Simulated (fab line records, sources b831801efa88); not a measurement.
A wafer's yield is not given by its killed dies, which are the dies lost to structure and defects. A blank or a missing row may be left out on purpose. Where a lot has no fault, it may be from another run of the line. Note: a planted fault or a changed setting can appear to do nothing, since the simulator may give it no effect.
Which of the tools did it? -- flow sky130 -- Sampling: 13 lots, 39 wafers, 5 of 708 route steps

== WHAT THE GAUGES SHOWED, per wafer ==
SKY_VT_ADJUST_NCORE_OVL_MEAS_08.
lot,measured,on,VT_ADJUST_NCORE_OVL (nm)
L733,day 8 16:37,overlay-02,-0.2 -0.4 -0.4
L734,day 9 03:53,overlay-01,-1.5 -1.9 -0.4
L735,day 9 08:07,overlay-01,-1.2 1.1 -1.8
L736,day 9 17:31,overlay-01,-1.3 0.5 -0.7
L737,day 9 22:52,overlay-01,0.8 -0.4 -0.2
L738,day 10 04:50,overlay-02,-1.8 0.4 0.2
L744,day 12 00:55,overlay-02,-0.5 0.3 -0.6
L746,day 12 14:28,overlay-01,-1.0 1.0 -1.2
L747,day 12 22:49,overlay-02,-0.6 -1.6 -0.2
L748,day 13 07:19,overlay-02,-3.3 -5.3 -4.5
L751,day 14 11:34,overlay-01,-1.7 -0.5 -3.0
L754,day 15 03:28,overlay-02,-3.5 -4.5 -2.2
L755,day 15 14:07,overlay-02,-3.1 -2.6 -1.8

SKY_SONOS_TUNNEL_CD_MEAS_07: the cd target is 410 nm.
lot,measured,on,cd nm (nm)
L733,day 11 11:53,cd sem-02,411.2 409.6 412.0
L734,day 12 00:58,cd sem-01,410.9 410.9 409.9
L735,day 12 04:38,cd sem-02,409.1 408.3 409.6
L736,day 12 16:18,cd sem-02,410.6 410.8 411.2
L737,day 12 21:48,cd sem-01,408.0 407.9 407.5
L738,day 13 04:07,cd sem-02,409.4 412.0 413.8
L744,day 15 06:59,cd sem-02,412.5 410.9 407.3
L746,day 15 20:13,cd sem-01,418.9 416.1 418.2
L747,day 16 05:23,cd sem-02,417.8 414.6 416.8
L748,day 16 15:35,cd sem-02,415.6 414.5 415.6
L751,day 17 23:47,cd sem-02,410.2 410.2 411.5
L754,day 18 17:12,cd sem-01,408.3 406.5 408.1
L755,day 19 05:44,cd sem-02,412.0 411.6 414.2

SKY_SONOS_TUNNEL_TW_MEAS_12.
lot,measured,on,SONOS_TUNNEL_TW
L733,day 11 12:27,film metro-01,199.0 198.3 199.2
L734,day 12 01:32,film metro-01,199.4 200.2 199.2
L735,day 12 05:12,film metro-03,195.8 196.6 195.6
L736,day 12 16:53,film metro-01,199.4 200.5 199.8
L737,day 12 22:23,film metro-01,200.0 200.0 199.2
L738,day 13 04:40,film metro-03,196.1 195.7 195.6
L744,day 15 07:33,film metro-02,196.9 196.3 196.9
L746,day 15 20:47,film metro-02,196.8 196.1 197.1
L747,day 16 05:57,film metro-01,197.7 199.0 198.2
L748,day 16 16:11,film metro-02,195.4 196.6 196.5
L751,day 18 00:21,film metro-01,198.1 198.6 199.5
L754,day 18 17:46,film metro-02,195.9 197.4 196.6
L755,day 19 06:19,film metro-02,197.4 195.9 197.0

SKY_SONOS_ONO_THK_MEAS_05.
lot,measured,on,SONOS_ONO_CVD_04_THK (nm)
L733,day 11 16:22,film metro-04,5.86 5.84 5.79
L734,day 12 08:04,film metro-03,5.91 5.76 5.89
L735,day 12 10:32,film metro-02,5.94 5.85 5.94
L736,day 13 01:20,film metro-04,5.85 5.74 5.75
L737,day 13 04:42,film metro-04,5.78 5.83 5.71
L738,day 13 12:06,film metro-03,5.74 5.72 5.70
L744,day 15 15:23,film metro-04,5.71 5.72 5.77
L746,day 16 03:14,film metro-02,5.92 5.81 5.79
L747,day 16 11:59,film metro-03,5.73 5.75 5.81
L748,day 16 23:16,film metro-02,5.78 5.74 5.77
L751,day 18 05:12,film metro-02,5.87 5.86 5.84
L754,day 19 00:14,film metro-03,5.74 5.68 5.70
L755,day 19 10:37,film metro-04,5.86 5.86 5.80

== EACH LOT AND THE TOOL THAT RAN IT (in order: tool; ch and the chambers of the sampled wafers; start) ==
lot,SKY_SONOS_TUNNEL_DEVELOP_06
L733,"litho track-02 ch 0, day 11 11:44"
L734,"litho track-03 ch 0, day 12 00:50"
L735,"litho track-03 ch 0, day 12 04:29"
L736,"litho track-04 ch 0, day 12 16:09"
L737,"litho track-04 ch 0, day 12 21:39"
L738,"litho track-04 ch 0, day 13 03:59"
L744,"litho track-02 ch 0, day 15 06:50"
L746,"litho track-02 ch 0, day 15 20:04"
L747,"litho track-02 ch 0, day 16 05:14"
L748,"litho track-02 ch 0, day 16 15:26"
L751,"litho track-03 ch 0, day 17 23:38"
L754,"litho track-04 ch 0, day 18 17:03"
L755,"litho track-02 ch 0, day 19 05:35"
- SKY_SONOS_TUNNEL_DEVELOP_06: develop time 60 s.

== WHAT THE TOOLS THEMSELVES READ (means of the sampled wafers that have a number; where no wafer has one, the mark that the record gives instead) ==
SKY_SONOS_TUNNEL_DEVELOP_06.
lot,tool,chill plate temp C (C),developer temp C (C)
L733,litho track-02,23.04,22.98
L734,litho track-03,23.09,23.04
L735,litho track-03,22.97,23.04
L736,litho track-04,22.85,23.09
L737,litho track-04,23.08,22.95
L738,litho track-04,23.07,23.00
L744,litho track-02,22.90,22.93
L746,litho track-02,22.98,20.73
L747,litho track-02,23.03,20.74
L748,litho track-02,23.16,20.69
L751,litho track-03,22.92,22.97
L754,litho track-04,23.02,23.09
L755,litho track-02,22.90,23.02

== THE ANSWER, worked out from the rows above alone ==
Rule: the lots themselves supply what counts as usual. The widest of any qualifying gaps counts: lots, ordered by their means at a reading, are off when they make up no more than a third of the lots, leave a main group of 4 or more, and stand apart from it by 3 or more times the standard deviation of that group's means. The tables above print the reading to a certain number of digits; a main group whose means all agree to those digits is not used. Also off: a lot with no number at a reading for which 4 or more lots have one. Where the step has rows for the other lots, those lots are counted as sound. First the gauges in route order, then the tools' own readings, where a lot's mean is used as printed above. At the first step where some lot is off, the reading lying furthest off is the one used; lots without a number count as furthest.
Off at SKY_SONOS_TUNNEL_DEVELOP_06 (developer temp C): L746, L747, L748. The main group: mean 23.01 C, standard deviation 0.052.
A tool fits if, at that step or a process step before it, it ran every lot that is off, and no sound lot after the first of them. No candidate that was tried fits.

== WHAT THE SIMULATOR HAD INSERTED ==
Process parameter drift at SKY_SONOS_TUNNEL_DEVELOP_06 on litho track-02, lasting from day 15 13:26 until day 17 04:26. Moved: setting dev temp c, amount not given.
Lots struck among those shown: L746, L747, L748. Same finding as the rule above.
